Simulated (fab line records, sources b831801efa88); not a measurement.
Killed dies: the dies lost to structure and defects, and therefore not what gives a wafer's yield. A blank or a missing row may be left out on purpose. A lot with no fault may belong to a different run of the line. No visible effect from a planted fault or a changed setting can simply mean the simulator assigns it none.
fab line records ; flow sky130
record lots=12; wafers=36; lastDay=50
route steps=708 shown FIELD_ISO@14 PWDE@55 SONOS_ONO@183 VIA1@479
lots that met no fault: from a run of the same line without faults
startH: the number of hours between the record's first day and the start of the first shown wafer of the lot ; waitH: hours since the lot's step before ; " as in the row above ; L1.1+2: one row covering several wafers at once ; - no value, or no start given ; * or withheld: withheld ; < > ~ a bound
route shown NAME@n: names a module that has steps shown in the file, with the first one's number in the route ; usual: mean/standard deviation of fault-free wafers ; same: alike in all rows ; chamber/n: place in a boat ; sites: the reading at each site ; _std_site: how widely they spread, as a standard deviation ; _edge_site: inner sites' mean taken away from outer sites' mean ; radiusMm: for every site, how far away it sits from the centre of the wafer ; mask NAME#n: copy n ; behind: the tool/chamber that last shaped the wafer ; hold: reason for holding the lot/hours on hold/outcome of the hold ; device: transistor that didn't switch, given as n, p or np ; end of line: tests run on the same wafers once the route is complete ; for a step that has no rows: nothing shown but its recipe ; killed: the dies lost at the first sort to structure and to defects; this is not the yield of the wafer ; map: dies across one wafer; x = killed, . = not, _ = none there
set.NAME: the setting the step ran with; set.NAME@STEP: the setting that earlier step ran with ; model.NAME: the simulator's own value behind a step, which no gauge read
one table for each step of the route and one row for each wafer, over a sample of lots
services: from which hour (startH, from the record's first day; less than 0 if before it) a tool's chamber was out of use, for how many hours, and why
## steps
# step SKY_FIELD_ISO_CD_MEAS_13
# recipe targetCdNm=150
# usual cdNm=150.4/1.4
lot.wafer;tool;chamber;startH;waitH;cdNm
L376.1;cdSem-02;-;34.45;-;151.2
L376.4;cdSem-02;-;34.45;-;150.1
L376.5;cdSem-02;-;34.45;-;150.2
L377.1;cdSem-01;-;38.45;-;152.3
L377.5;cdSem-01;-;38.45;-;150.7
L377.6;cdSem-01;-;38.45;-;152.4
L379.2;cdSem-02;-;50.30;-;150.7
L379.4;cdSem-02;-;50.30;-;149.5
L379.5;cdSem-02;-;50.30;-;151.5
L380.2;cdSem-02;-;54.24;-;152.3
L380.4;cdSem-02;-;54.24;-;152.5
L380.5;cdSem-02;-;54.24;-;152.7
L382.2;cdSem-01;-;65.70;-;150.6
L382.3;cdSem-01;-;65.70;-;149.9
L382.4;cdSem-01;-;65.70;-;150.2
L384.1;cdSem-02;-;74.78;-;149.9
L384.2;cdSem-02;-;74.78;-;151.9
L384.3;cdSem-02;-;74.78;-;149.5
L385.2;cdSem-01;-;80.72;-;149.5
L385.3;cdSem-01;-;80.72;-;149.0
L385.6;cdSem-01;-;80.72;-;149.2
L394.2;cdSem-02;-;129.44;-;150.3
L394.4;cdSem-02;-;129.44;-;148.9
L394.5;cdSem-02;-;129.44;-;150.5
L395.1;cdSem-02;-;134.72;-;152.9
L395.3;cdSem-02;-;134.72;-;150.2
L395.4;cdSem-02;-;134.72;-;153.5
L396.4;cdSem-01;-;139.34;-;149.8
L396.5;cdSem-01;-;139.34;-;149.3
L396.6;cdSem-01;-;139.34;-;149.0
L397.1;cdSem-02;-;144.87;-;150.4
L397.4;cdSem-02;-;144.87;-;150.4
L397.6;cdSem-02;-;144.87;-;150.8
L398.1;cdSem-01;-;148.00;-;151.0
L398.4;cdSem-01;-;148.00;-;151.7
L398.6;cdSem-01;-;148.00;-;152.9
# step SKY_PWDE_TW_MEAS_10
# usual PWDE_TW=375.0/2.5
lot.wafer;tool;chamber;startH;waitH;PWDE_TW
L376.1;filmMetro-01;-;75.06;0.1;379.1
L376.4;filmMetro-01;-;75.06;0.1;378.2
L376.5;filmMetro-01;-;75.06;0.1;380.1
L377.1;filmMetro-02;-;79.13;0.1;374.6
L377.5;filmMetro-02;-;79.13;0.1;374.8
L377.6;filmMetro-02;-;79.13;0.1;374.7
L379.2;filmMetro-03;-;91.27;0.1;370.5
L379.4;filmMetro-03;-;91.27;0.1;369.5
L379.5;filmMetro-03;-;91.27;0.1;369.4
L380.2;filmMetro-01;-;102.72;0.1;375.7
L380.4;filmMetro-01;-;102.72;0.1;374.4
L380.5;filmMetro-01;-;102.72;0.1;376.2
L382.2;filmMetro-02;-;107.89;0.1;375.2
L382.3;filmMetro-02;-;107.89;0.1;375.1
L382.4;filmMetro-02;-;107.89;0.1;373.7
L384.1;filmMetro-02;-;120.21;0.1;373.8
L384.2;filmMetro-02;-;120.21;0.1;373.5
L384.3;filmMetro-02;-;120.21;0.1;373.5
L385.2;filmMetro-02;-;125.14;0.1;373.8
L385.3;filmMetro-02;-;125.14;0.1;374.1
L385.6;filmMetro-02;-;125.14;0.1;372.7
L394.2;filmMetro-03;-;177.52;0.1;375.8
L394.4;filmMetro-03;-;177.52;0.1;376.4
L394.5;filmMetro-03;-;177.52;0.1;375.7
L395.1;filmMetro-03;-;185.10;0.1;374.9
L395.3;filmMetro-03;-;185.10;0.1;375.2
L395.4;filmMetro-03;-;185.10;0.1;375.8
L396.4;filmMetro-02;-;189.39;0.1;373.4
L396.5;filmMetro-02;-;189.39;0.1;376.3
L396.6;filmMetro-02;-;189.39;0.1;372.0
L397.1;filmMetro-01;-;194.73;0.1;377.3
L397.4;filmMetro-01;-;194.73;0.1;376.1
L397.6;filmMetro-01;-;194.73;0.1;376.8
L398.1;filmMetro-03;-;201.68;0.1;373.3
L398.4;filmMetro-03;-;201.68;0.1;375.7
L398.6;filmMetro-03;-;201.68;0.1;373.4
# step SKY_SONOS_ONO_ETCH_15
# recipe targetDepthNm=19.52; chemistry=CHF3/O2; sourceW=600; biasW=200; pressureMtorr=40; chf3FlowSccm=50; O2_flow_sccm=5; timeS=7.8
# usual drypumpMotorCurrentA=5.8/0.45; oesProductAu=1.002/0.01; throttleValvePct=8.825/0.0092
lot.wafer;tool;chamber;startH;waitH;drypumpMotorCurrentA;oesProductAu;rfHoursCounterH;throttleValvePct
L376.1;rieDiel-03;3;285.77;0.0;5.9;0.993;38;8.835
L376.4;rieDiel-03;0;285.77;0.0;4.8;1.006;-;8.820
L376.5;rieDiel-03;3;285.77;0.0;5.9;0.996;-;8.821
L377.1;rieDiel-01;1;291.45;0.0;5.4;0.992;2;8.822
L377.5;rieDiel-01;2;291.45;0.0;6.2;0.981;-;8.816
L377.6;rieDiel-01;3;291.45;0.0;6.4;1.005;-;8.824
L379.2;rieDiel-02;3;311.08;0.0;6.1;1.000;49;8.829
L379.4;rieDiel-02;0;311.08;0.0;6.0;0.987;38;8.822
L379.5;rieDiel-02;3;311.08;0.0;6.1;1.000;-;8.826
L380.2;rieDiel-01;3;328.52;0.0;6.4;1.020;80;8.835
L380.4;rieDiel-01;2;328.52;0.0;6.2;0.995;-;8.815
L380.5;rieDiel-01;3;328.52;0.0;6.4;1.021;-;8.828
L382.2;rieDiel-02;1;334.25;0.0;5.2;1.016;77;8.824
L382.3;rieDiel-02;3;334.25;0.0;6.2;0.992;49;8.815
L382.4;rieDiel-02;2;334.25;0.0;5.9;1.009;8;8.848
L384.1;rieDiel-03;3;353.77;0.0;5.8;0.981;39;8.810
L384.2;rieDiel-03;2;353.77;0.0;6.0;1.006;49;8.832
L384.3;rieDiel-03;0;353.77;0.0;4.8;0.998;13;8.822
L385.2;rieDiel-02;0;357.70;0.0;6.0;0.989;39;8.823
L385.3;rieDiel-02;1;357.70;0.0;5.2;1.012;77;8.844
L385.6;rieDiel-02;1;357.70;0.0;5.2;1.020;-;8.814
L394.2;rieDiel-01;1;434.13;0.0;5.3;0.995;5;8.821
L394.4;rieDiel-01;2;434.13;0.0;6.2;0.989;93;8.827
L394.5;rieDiel-01;1;434.13;0.0;5.3;1.002;-;8.831
L395.1;rieDiel-01;3;448.10;0.0;6.4;0.995;83;8.838
L395.3;rieDiel-01;2;448.10;0.0;6.2;0.990;93;8.812
L395.4;rieDiel-01;2;448.10;0.0;6.2;0.977;-;8.825
L396.4;rieDiel-01;3;456.45;0.0;6.4;1.001;83;8.813
L396.5;rieDiel-01;1;456.45;0.0;5.4;1.004;-;8.819
L396.6;rieDiel-01;2;456.45;0.0;6.2;0.997;-;8.828
L397.1;rieDiel-03;3;464.23;0.0;5.9;1.005;42;8.823
L397.4;rieDiel-03;2;464.23;0.0;6.0;1.016;51;8.830
L397.6;rieDiel-03;2;464.23;0.0;6.0;1.015;-;8.822
L398.1;rieDiel-01;0;470.75;0.0;6.2;0.997;17;8.822
L398.4;rieDiel-01;2;470.75;0.0;6.2;0.987;-;8.821
L398.6;rieDiel-01;1;470.75;0.0;5.3;0.985;-;8.811
# step SKY_VIA1_CVD_21
# recipe material=W; targetThkNm=270; timeS=80.902; tempC=400; pressureTorr=40
# usual heaterPowerW=908/94
lot.wafer;tool;chamber;startH;waitH;heaterPowerW
L377.1;cvdW-02;0;804.04;0.0;849
L377.5;cvdW-02;1;804.04;0.0;775
L377.6;cvdW-02;0;804.04;0.0;840
L376.1;cvdW-01;0;805.89;0.0;905
L376.4;cvdW-01;0;805.89;0.0;922
L376.5;cvdW-01;1;805.89;0.0;993
L379.2;cvdW-01;1;820.13;0.1;991
L379.4;cvdW-01;0;820.13;0.1;898
L379.5;cvdW-01;1;820.13;0.1;998
L380.2;cvdW-01;1;839.43;0.0;983
L380.4;cvdW-01;1;839.43;0.0;1025
L380.5;cvdW-01;1;839.43;0.0;1003
L382.2;cvdW-01;1;849.16;0.0;1007
L382.3;cvdW-01;1;849.16;0.0;992
L382.4;cvdW-01;0;849.16;0.0;933
L384.1;cvdW-01;0;865.58;0.0;886
L384.2;cvdW-01;1;865.58;0.0;994
L384.3;cvdW-01;0;865.58;0.0;920
L385.2;cvdW-01;1;868.38;0.0;1019
L385.3;cvdW-01;0;868.38;0.0;929
L385.6;cvdW-01;1;868.38;0.0;1013
L394.2;cvdW-02;1;932.32;0.0;732
L394.4;cvdW-02;0;932.32;0.0;828
L394.5;cvdW-02;1;932.32;0.0;723
L395.1;cvdW-02;1;943.11;0.0;722
L395.3;cvdW-02;1;943.11;0.0;734
L395.4;cvdW-02;0;943.11;0.0;843
L396.4;cvdW-02;1;950.89;0.1;714
L396.5;cvdW-02;1;950.89;0.1;750
L396.6;cvdW-02;0;950.89;0.1;869
L397.1;cvdW-01;0;957.10;0.0;926
L397.4;cvdW-01;1;957.10;0.0;1037
L397.6;cvdW-01;1;957.10;0.0;1017
L398.1;cvdW-01;1;959.37;0.0;1008
L398.4;cvdW-01;1;959.37;0.0;1027
L398.6;cvdW-01;1;959.37;0.0;982
# step SKY_VIA1_RS_MEAS_22
# recipe thkMeasGauge=four-point-probe; reads=W_of_VIA1_CVD_21+TiN_of_VIA1_SPUTTER_20
# usual VIA1_W_RS=0.430/0.0046
lot.wafer;tool;chamber;startH;waitH;VIA1_W_RS[ohm/sq]
L377.1;filmMetro-01;-;804.14;0.1;0.429
L377.5;filmMetro-01;-;804.14;0.1;0.434
L377.6;filmMetro-01;-;804.14;0.1;0.427
L376.1;filmMetro-04;-;805.99;0.1;0.422
L376.4;filmMetro-04;-;805.99;0.1;0.424
L376.5;filmMetro-04;-;805.99;0.1;0.432
L379.2;filmMetro-04;-;820.24;0.1;0.431
L379.4;filmMetro-04;-;820.24;0.1;0.426
L379.5;filmMetro-04;-;820.24;0.1;0.433
L380.2;filmMetro-04;-;839.55;0.1;0.437
L380.4;filmMetro-04;-;839.55;0.1;0.438
L380.5;filmMetro-04;-;839.55;0.1;0.439
L382.2;filmMetro-04;-;849.27;0.1;0.432
L382.3;filmMetro-04;-;849.27;0.1;0.434
L382.4;filmMetro-04;-;849.27;0.1;0.432
L384.1;filmMetro-04;-;865.68;0.1;0.427
L384.2;filmMetro-04;-;865.68;0.1;0.430
L384.3;filmMetro-04;-;865.68;0.1;0.428
L385.2;filmMetro-03;-;868.49;0.1;0.434
L385.3;filmMetro-03;-;868.49;0.1;0.432
L385.6;filmMetro-03;-;868.49;0.1;0.446
L394.2;filmMetro-01;-;932.44;0.1;0.432
L394.4;filmMetro-01;-;932.44;0.1;0.431
L394.5;filmMetro-01;-;932.44;0.1;0.431
L395.1;filmMetro-03;-;943.21;0.1;0.425
L395.3;filmMetro-03;-;943.21;0.1;0.420
L395.4;filmMetro-03;-;943.21;0.1;0.425
L396.4;filmMetro-01;-;951.02;0.1;0.427
L396.5;filmMetro-01;-;951.02;0.1;0.429
L396.6;filmMetro-01;-;951.02;0.1;0.424
L397.1;filmMetro-04;-;957.19;0.1;0.426
L397.4;filmMetro-04;-;957.19;0.1;0.434
L397.6;filmMetro-04;-;957.19;0.1;0.436
L398.1;filmMetro-04;-;959.46;0.1;0.435
L398.4;filmMetro-04;-;959.46;0.1;0.434
L398.6;filmMetro-04;-;959.46;0.1;0.432
## services
tool;chamber;startH;hours;kind
rieDiel-01;0;274.19;116.1;repair
cvdW-01;-;339.08;0.6;repair
rieDiel-01;2;341.70;1.4;repair
cvdW-01;-;390.00;14.0;pm
rieDiel-01;1;446.00;5.5;repair
cvdW-01;-;467.45;2.8;pm
rieDiel-01;3;469.78;6.3;repair
cvdW-01;-;485.44;1.7;repair
rieDiel-01;1;521.72;27.4;repair
cvdW-01;0;534.36;1.7;repair
rieDiel-01;1;579.00;3.6;repair
rieDiel-01;2;648.66;9.3;repair
cvdW-01;-;663.23;1.5;repair
cvdW-01;-;696.16;0.9;repair
cvdW-01;-;708.46;1.1;repair
cvdW-01;-;784.96;0.7;repair
rieDiel-01;-;789.52;0.8;repair
rieDiel-01;-;791.56;14.6;pm
cvdW-01;-;801.45;3.0;repair
rieDiel-01;0;838.88;2.8;repair
rieDiel-01;3;898.44;33.1;repair
cvdW-01;-;905.72;0.9;repair
cvdW-01;0;908.10;5.6;repair
rieDiel-01;2;936.08;7.8;repair
## key
firstSign step=SKY_VIA1_RS_MEAS_22; reading=VIA1_W_RS; direction=up; sigmas=3.5; usual=0.430; struck=0.446
effect none on later readings
metAt SKY_VIA1_CVD_21
struckLots L385
struckWafers L385.6
notActingAt SKY_FIELD_ISO_CD_MEAS_13,SKY_PWDE_TW_MEAS_10,SKY_SONOS_ONO_ETCH_15
onsetBetween 865.58 868.38
fault kind=processParameterDrift; tool=cvdW-01; chamber=-; onsetH=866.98; steps=SKY_VIA1_CVD_21; channel=targetThkNm; offset=-8.0749; shape=step; endH=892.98; scope=struckWafersOnly; actsIn=theseRecipesOnly; stated=270
